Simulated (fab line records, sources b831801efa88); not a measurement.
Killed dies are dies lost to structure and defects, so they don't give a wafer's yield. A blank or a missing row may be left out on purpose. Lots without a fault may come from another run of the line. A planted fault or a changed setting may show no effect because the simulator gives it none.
A struck lot beside a sound one | flow sky130 | 43 steps out of a route of 708
Sound: wafers L941.3, L941.4, L941.5. Struck: wafers L949.2, L949.4, L949.6. The cause comes at the end.
At each step with rows: each side's tool, then ch and its chambers, then its first start. Under that, the readings that differ: sound wafers | struck wafers | difference of the means | sigmas: that difference in standard deviations of wafers without a fault.
alike: readings whose means differ by less than 2 such deviations, and words and numbers that are the same on both sides. not compared: withheld readings, readings that some wafer has no value for, bounds like >300 that may hide the same value, and numbers for which the record gives no deviation and whose values overlap.
The two part at a step that has a row with sigmas, a row that says differs or no value, or rows on one side only. Numbers that don't overlap but have no deviation are shown without sigmas and don't part them. A reading that every wafer of one side lacks parts them only if that side has two wafers or more.

first, 8 steps without rows for these wafers: SKY_METAL3_DEHYDRATE_05 (time 60 s); SKY_METAL3_HMDS_06 (prime time 60 s); SKY_METAL3_COAT_07 (resist thk 60 nm); SKY_METAL3_COAT_08 (resist thk 1140 nm); SKY_METAL3_SOFTBAKE_09 (time 90 s); SKY_METAL3_EXPOSE_10 (exposes mask MM3, target cd 300 nm); SKY_METAL3_PEB_11; SKY_METAL3_DEVELOP_12 (develop time 60 s).
SKY_METAL3_CD_MEAS_13: target cd 300 nm.
  sound on cd_sem-01, day 39 05:10; struck on cd_sem-02, day 41 23:42
  alike: cd_nm
SKY_METAL3_OVL_MEAS_14:
  sound on overlay-02, day 39 05:16; struck on overlay-01, day 41 23:48
  alike: METAL3_OVL
SKY_METAL3_DESCUM_15: chemistry O2, time 8 s.
  sound on rie_metal-01 ch 0,1, day 39 05:17; struck on rie_metal-01 ch 0,1, day 41 23:50
  alike: drypump_motor_current_A, oes_product_au
  not compared: rf_hours_counter_h
then, 1 step without rows for these wafers: SKY_METAL3_ETCH_16 (etches BARC in N2/H2, stops on SiO2, time 88.2 s, target depth 60 nm).
SKY_METAL3_ETCH_17: etches SiO2 in C4F8/O2/Ar, stops on TiN, time 3.9 s, target depth 15 nm.
  sound on rie_diel-01 ch 0,1,2, day 39 05:25; struck on rie_diel-01 ch 1,2,3, day 41 23:58
  alike: oes_product_au
  not compared: rf_hours_counter_h
then, 6 steps without rows for these wafers: SKY_METAL3_METAL_ETCH_18 (etches the open film in Cl2/BCl3, stops on SiO2, target depth 845 nm, time 183.1 s); SKY_METAL3_STRIP_19 (strips in O2/N2); SKY_METAL3_STRIP_20 (strips in post etch residue remover, time 1200 s); SKY_METAL3_CLEAN_21 (cleans in IPA, time 180 s); SKY_METAL3_CLEAN_22 (cleans in O3/DIW); SKY_VIA3_HDPCVD_00 (deposits SiO2, target thk 1635 nm, time 272.5 s).
SKY_VIA3_THK_MEAS_01:
  sound on film_metro-03, day 39 06:23; struck on film_metro-02, day 42 00:56
  alike: VIA3_HDPCVD_THK
then, 1 step without rows for these wafers: SKY_VIA3_CMP_02 (polishes SiO2).
SKY_VIA3_BOW_MEAS_03:
  sound on film_metro-01, day 39 06:46; struck on film_metro-02, day 42 01:19
  alike: VIA3_BOW
then, 8 steps without rows for these wafers: SKY_VIA3_DEHYDRATE_04 (time 60 s); SKY_VIA3_HMDS_05 (prime time 60 s); SKY_VIA3_COAT_06 (resist thk 60 nm); SKY_VIA3_COAT_07 (resist thk 450 nm); SKY_VIA3_SOFTBAKE_08 (time 90 s); SKY_VIA3_EXPOSE_09 (exposes mask VIM3, target cd 200 nm); SKY_VIA3_PEB_10; SKY_VIA3_DEVELOP_11 (develop time 60 s).
SKY_VIA3_CD_MEAS_12: target cd 200 nm.
  sound on cd_sem-02, day 40 07:20; struck on cd_sem-01, day 42 23:44
  alike: cd_nm
SKY_VIA3_OVL_MEAS_13:
  sound on overlay-02, day 40 07:25; struck on overlay-02, day 42 23:51
  reading       | sound     | struck   | difference | sigmas
  VIA3_OVL (nm) | -3 -22 -9 | 12 17 15 | +26        | +3
SKY_VIA3_ETCH_14: etches BARC in N2/H2, stops on SiO2, time 47.72 s, target depth 60 nm.
  sound on rie_diel-03 ch 0,1,2, day 40 07:26; struck on rie_diel-02 ch 1,2,3, day 42 23:53
  alike: drypump_motor_current_A, oes_product_au, throttle_valve_pct
  not compared: rf_hours_counter_h
SKY_VIA3_ETCH_15: etches SiO2 in C4F8/O2/Ar, stops on TiN, target depth 507 nm, time 78 s.
  sound on rie_diel-03 ch 0,1,2, day 40 07:29; struck on rie_diel-02 ch 1,2,3, day 42 23:55
  alike: oes_product_au
  not compared: rf_hours_counter_h
SKY_VIA3_STRIP_16: strips in O2/N2.
  sound on plasma_asher-01 ch 0,1, day 40 07:35; struck on plasma_asher-01 ch 0,1, day 42 23:59
  alike: drypump_motor_current_A, oes_product_au, strip_time_to_endpoint_s
  not compared: rf_hours_counter_h
then, 3 steps without rows for these wafers: SKY_VIA3_STRIP_17 (strips in post etch residue remover, time 1200 s); SKY_VIA3_CLEAN_18 (cleans in IPA, time 180 s); SKY_VIA3_CLEAN_19 (cleans in O3/DIW).
SKY_VIA3_SPUTTER_20: material TiN, target thk 20 nm, time 80 s.
  sound on pvd_sputter-02, day 40 08:08; struck on pvd_sputter-03, day 43 00:35
  alike: throttle_valve_pct
then, 1 step without rows for these wafers: SKY_VIA3_CVD_21 (deposits W, target thk 390 nm, time 117.31 s).
SKY_VIA3_RS_MEAS_22: measures by four-point-probe.
  sound on film_metro-02, day 40 08:22; struck on film_metro-01, day 43 00:47
  alike: VIA3_W_RS
SKY_VIA3_THK_MEAS_23: measures by xrf.
  sound on film_metro-02, day 40 08:28; struck on film_metro-01, day 43 00:54
  alike: VIA3_W_THK
-- the record jumps here: 6 days lie between the struck wafers' starts before and after (it left off in module VIA3 and takes up again in module PAD_OPEN, whose first step shown is number 708 of the route) --
SKY_PAD_OPEN_PROBE_99:
  sound on prober-02, day 46 08:15; struck on prober-02, day 48 15:11
  reading                               | sound             | struck            | difference | sigmas
  killed_at_M0_to_M3                    | 46 43 48          | 76 59 82          | +27        | +3
  killed_at_front_end                   | 14 19 23          | 10 9 5            | -11        | -2
  killed_short                          | 40 45 41          | 28 27 25          | -15        | -2
  sort_bin_5_function (%)               | 10.6 11.0 10.2    | 14.6 13.0 13.8    | +3.2       | +2
  model.etest.tester.sort_bin_5_pct (%) | 10.57 10.98 10.16 | 14.63 13.01 13.82 | +3.25      |
  alike: defect_limited_yield, killed_at_M4_up, killed_at_contacts, killed_at_other, killed_dies, killed_open, sort_bin_3_pad_short, sort_bin_6_memory, sort_n_pass, sort_yield_pct, model.etest.tester.sort_bin_3_pct
  not compared: model.etest.tester.sort_n_pass, model.etest.tester.sort_yield_pct

WHERE THEY PART
First at SKY_VIA3_OVL_MEAS_13; last, within this record, at SKY_PAD_OPEN_PROBE_99.

WHY: what the simulator had put in
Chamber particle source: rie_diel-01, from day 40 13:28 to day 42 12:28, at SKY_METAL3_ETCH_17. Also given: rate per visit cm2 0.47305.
